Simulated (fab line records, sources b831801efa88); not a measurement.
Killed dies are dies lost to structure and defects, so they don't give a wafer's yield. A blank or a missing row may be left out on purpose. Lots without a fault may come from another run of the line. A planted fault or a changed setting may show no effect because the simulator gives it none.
Which tool did it? | flow gf180mcu | 12 lots, 36 wafers sampled, at 5 steps of a route of 602

WHAT THE GAUGES READ, wafer by wafer
GF_HV_LDD_TW_MEAS_50. Usual: HV_LDD_4_TW 567, standard deviation 3.4.
lot  | measured     | on            | HV_LDD_4_TW             | flag
L772 | day 12 09:19 | film_metro-02 | 560 560 562             |
L773 | day 12 16:55 | film_metro-04 | 569 571 574             |
L775 | day 13 06:32 | film_metro-02 | 559 565 564             |
L777 | day 14 01:58 | film_metro-04 | 570 571 568             |
L778 | day 14 06:58 | film_metro-04 | 574 571 572             |
L779 | day 14 17:22 | film_metro-04 | 571 567 571             |
L787 | day 17 11:25 | film_metro-04 | 573 574 574             |
L789 | day 18 04:52 | film_metro-03 | 508 508 508 506 507 511 | OFF
L790 | day 18 10:32 | film_metro-04 | 509 507 510 511 510 508 | OFF
L791 | day 18 20:54 | film_metro-03 | 567 565 566             |
L794 | day 19 16:38 | film_metro-03 | 566 568 569             |
L795 | day 20 04:22 | film_metro-03 | 568 566 568             |

GF_HV_LDD_THK_MEAS_55. Usual: HV_LDD_CVD_54_THK 10.01 nm, standard deviation 0.13.
lot  | measured     | on            | HV_LDD_CVD_54_THK (nm) | flag
L772 | day 12 10:38 | film_metro-02 | 10.21 10.13 10.14      |
L773 | day 12 18:13 | film_metro-02 | 9.95 10.01 9.94        |
L775 | day 13 07:52 | film_metro-04 | 9.93 10.02 9.97        |
L777 | day 14 03:16 | film_metro-02 | 9.82 9.83 9.96         |
L778 | day 14 08:48 | film_metro-04 | 9.96 9.96 9.93         |
L779 | day 14 18:41 | film_metro-02 | 10.08 10.18 10.23      |
L787 | day 17 12:44 | film_metro-03 | 9.98 9.77 9.91         |
L789 | day 18 09:26 | film_metro-04 | 9.94 9.91 10.10        |
L790 | day 18 14:37 | film_metro-04 | 10.01 10.09 10.00      |
L791 | day 18 22:13 | film_metro-02 | 9.93 10.03 10.05       |
L794 | day 19 17:57 | film_metro-02 | 9.91 10.11 10.08       |
L795 | day 20 05:41 | film_metro-04 | 10.21 10.13 10.04      |

WHICH TOOL RAN EACH LOT (tool, then ch and the chambers of the sampled wafers, then the start)
lot  | GF_POLY_GATE_ETCH_12               | GF_HV_LDD_IMPLANT_48            | GF_HV_LDD_RTA_52
L772 | rie_diel-02 ch 0,3, day 9 05:58    | implanter-02 ch 0, day 12 09:05 | rtp_anneal-01 ch 0, day 12 09:26
L773 | rie_diel-04 ch 1,2,3, day 9 11:46  | implanter-03 ch 0, day 12 16:40 | rtp_anneal-01 ch 0, day 12 17:01
L775 | rie_diel-02 ch 0,2, day 10 01:30   | implanter-03 ch 0, day 13 06:15 | rtp_anneal-01 ch 0, day 13 06:39
L777 | rie_diel-02 ch 0,1,3, day 10 18:06 | implanter-03 ch 0, day 14 01:43 | rtp_anneal-01 ch 0, day 14 02:04
L778 | rie_diel-02 ch 2,3, day 10 20:10   | implanter-01 ch 0, day 14 06:44 | rtp_anneal-01 ch 0, day 14 07:05
L779 | rie_diel-04 ch 1,2,3, day 11 04:09 | implanter-02 ch 0, day 14 17:09 | rtp_anneal-01 ch 0, day 14 17:29
L787 | rie_diel-04 ch 0,2,3, day 13 16:46 | implanter-01 ch 0, day 17 11:11 | rtp_anneal-02 ch 0, day 17 11:32
L789 | rie_diel-02 ch 2,3, day 14 08:25   | implanter-01 ch 0, day 18 04:37 | rtp_anneal-01 ch 0, day 18 08:13
L790 | rie_diel-04 ch 1,2,3, day 14 13:48 | implanter-01 ch 0, day 18 10:17 | rtp_anneal-01 ch 0, day 18 13:19
L791 | rie_diel-04 ch 2,3, day 14 21:27   | implanter-03 ch 0, day 18 20:39 | rtp_anneal-01 ch 0, day 18 21:01
L794 | rie_diel-02 ch 0,1,3, day 15 16:13 | implanter-02 ch 0, day 19 16:25 | rtp_anneal-01 ch 0, day 19 16:44
L795 | rie_diel-04 ch 1,2,3, day 16 01:16 | implanter-02 ch 0, day 20 04:08 | rtp_anneal-01 ch 0, day 20 04:29
- GF_POLY_GATE_ETCH_12: etches BARC in N2/H2.
- GF_HV_LDD_IMPLANT_48
- GF_HV_LDD_RTA_52: time 10 s.

WHAT THE TOOLS THEMSELVES READ (means of the sampled wafers that have a number; where no wafer has one, the mark that the record gives instead)
GF_POLY_GATE_ETCH_12. Usual: chamber_pressure_mTorr 30.001 mTorr, standard deviation 0.029; drypump_motor_current_A 5.6 A, standard deviation 0.35; oes_product_au 0.736 a.u., standard deviation 0.0044; throttle_valve_pct 13.215 %, standard deviation 0.0094.
lot  | tool        | chamber_pressure_mTorr (mTorr) | drypump_motor_current_A (A) | oes_product_au (a.u.) | throttle_valve_pct (%) | flag
L772 | rie_diel-02 | 30.039                         | 5.8                         | 0.735                 | 13.214                 |
L773 | rie_diel-04 | 29.990                         | 5.5                         | 0.735                 | 13.216                 |
L775 | rie_diel-02 | 30.020                         | 6.2                         | 0.734                 | 13.203                 |
L777 | rie_diel-02 | 29.984                         | 5.7                         | 0.737                 | 13.212                 |
L778 | rie_diel-02 | 30.010                         | 6.3                         | 0.735                 | 13.208                 |
L779 | rie_diel-04 | 30.002                         | 5.5                         | 0.735                 | 13.213                 |
L787 | rie_diel-04 | 29.998                         | 5.5                         | 0.735                 | 13.213                 |
L789 | rie_diel-02 | 30.034                         | 6.2                         | 0.734                 | 13.214                 |
L790 | rie_diel-04 | 29.986                         | 5.5                         | 0.739                 | 13.212                 |
L791 | rie_diel-04 | 29.970                         | 5.6                         | 0.738                 | 13.221                 |
L794 | rie_diel-02 | 30.028                         | 5.7                         | 0.738                 | 13.219                 |
L795 | rie_diel-04 | 29.975                         | 5.5                         | 0.735                 | 13.217                 |

GF_HV_LDD_IMPLANT_48. Usual: beam_energy_keV 25.002, standard deviation 0.0075; dose_ions_cm2 3.001e+13, standard deviation 3.1e+10; tilt_deg 6.991 degrees, standard deviation 0.02.
lot  | tool         | beam_energy_keV | dose_ions_cm2 | tilt_deg (degrees) | flag
L772 | implanter-02 | 25.002          | 3.000e+13     | 6.976              |
L773 | implanter-03 | 24.991          | 3.002e+13     | 6.981              |
L775 | implanter-03 | 24.999          | 3.001e+13     | 6.978              |
L777 | implanter-03 | 25.004          | 2.999e+13     | 6.985              |
L778 | implanter-01 | 25.001          | 3.001e+13     | 6.999              |
L779 | implanter-02 | 24.992          | 2.998e+13     | 6.979              |
L787 | implanter-01 | 25.006          | 3.002e+13     | 7.020              |
L789 | implanter-01 | 25.003          | 3.002e+13     | -0.042             | OFF
L790 | implanter-01 | 25.001          | 3.001e+13     | 0.010              | OFF
L791 | implanter-03 | 25.010          | 3.000e+13     | 7.012              |
L794 | implanter-02 | 25.002          | 3.005e+13     | 7.005              |
L795 | implanter-02 | 25.004          | 2.998e+13     | 6.956              |

GF_HV_LDD_RTA_52. Usual: lamp_power_pct 34.1 %, standard deviation 2.2; wafer_temp_C_max 1003.5, standard deviation 0.75.
lot  | tool          | lamp_power_pct (%) | wafer_temp_C_max | flag
L772 | rtp_anneal-01 | 35.8               | 1003.6           |
L773 | rtp_anneal-01 | 35.7               | 1003.4           |
L775 | rtp_anneal-01 | 35.8               | 1003.6           |
L777 | rtp_anneal-01 | 35.8               | 1003.1           |
L778 | rtp_anneal-01 | 35.8               | 1003.2           |
L779 | rtp_anneal-01 | 35.8               | 1003.5           |
L787 | rtp_anneal-02 | 31.3               | 1003.8           |
L789 | rtp_anneal-01 | 35.8               | 1003.4           |
L790 | rtp_anneal-01 | 35.8               | 1004.1           |
L791 | rtp_anneal-01 | 35.8               | 1002.9           |
L794 | rtp_anneal-01 | 35.8               | 1003.4           |
L795 | rtp_anneal-01 | 35.8               | 1004.3           |

THE ANSWER, worked out from the rows above alone
Rule: a lot is off if the mean of its wafers that have a number lies more than 3 standard deviations from the usual mean. A lot without any number at a reading at which 4 lots or more have one is off too. The other lots that the step has rows for count as sound. The gauges are gone through in route order, then the tools' own readings, and for those a lot's mean is taken as printed above. The first step at which some lot is off is used, and at that step the reading that is off furthest; a lot without a number counts as furthest.
Off: L789, L790, at GF_HV_LDD_TW_MEAS_50 (HV_LDD_4_TW).
A tool fits if, at a process step before that reading, it ran every lot that is off, and no sound lot after the first of them. The gauges at GF_HV_LDD_TW_MEAS_50 aren't tried: what is off there is off at GF_HV_LDD_IMPLANT_48 too, on other tools, and a gauge's error can't cause that. One fits: implanter-01 at GF_HV_LDD_IMPLANT_48. Its last sound lot is L787 (day 17 11:11), its first lot that is off L789 (day 18 04:37): a fault that began between those two fits.
The tool's own readings at GF_HV_LDD_IMPLANT_48 bear it out: on the lots that are off they differ by more than 5 times the standard deviation of the sound lots' means. tilt_deg reads -0.016 degrees there against 6.989 degrees on the sound lots.

WHAT THE SIMULATOR HAD PUT IN
Process parameter drift: implanter-01, from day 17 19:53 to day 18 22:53, at GF_HV_LDD_IMPLANT_48. Setting tilt_deg, moved by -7, from 7. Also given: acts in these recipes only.
Lots struck among those shown: L789, L790. The rule above found the same.
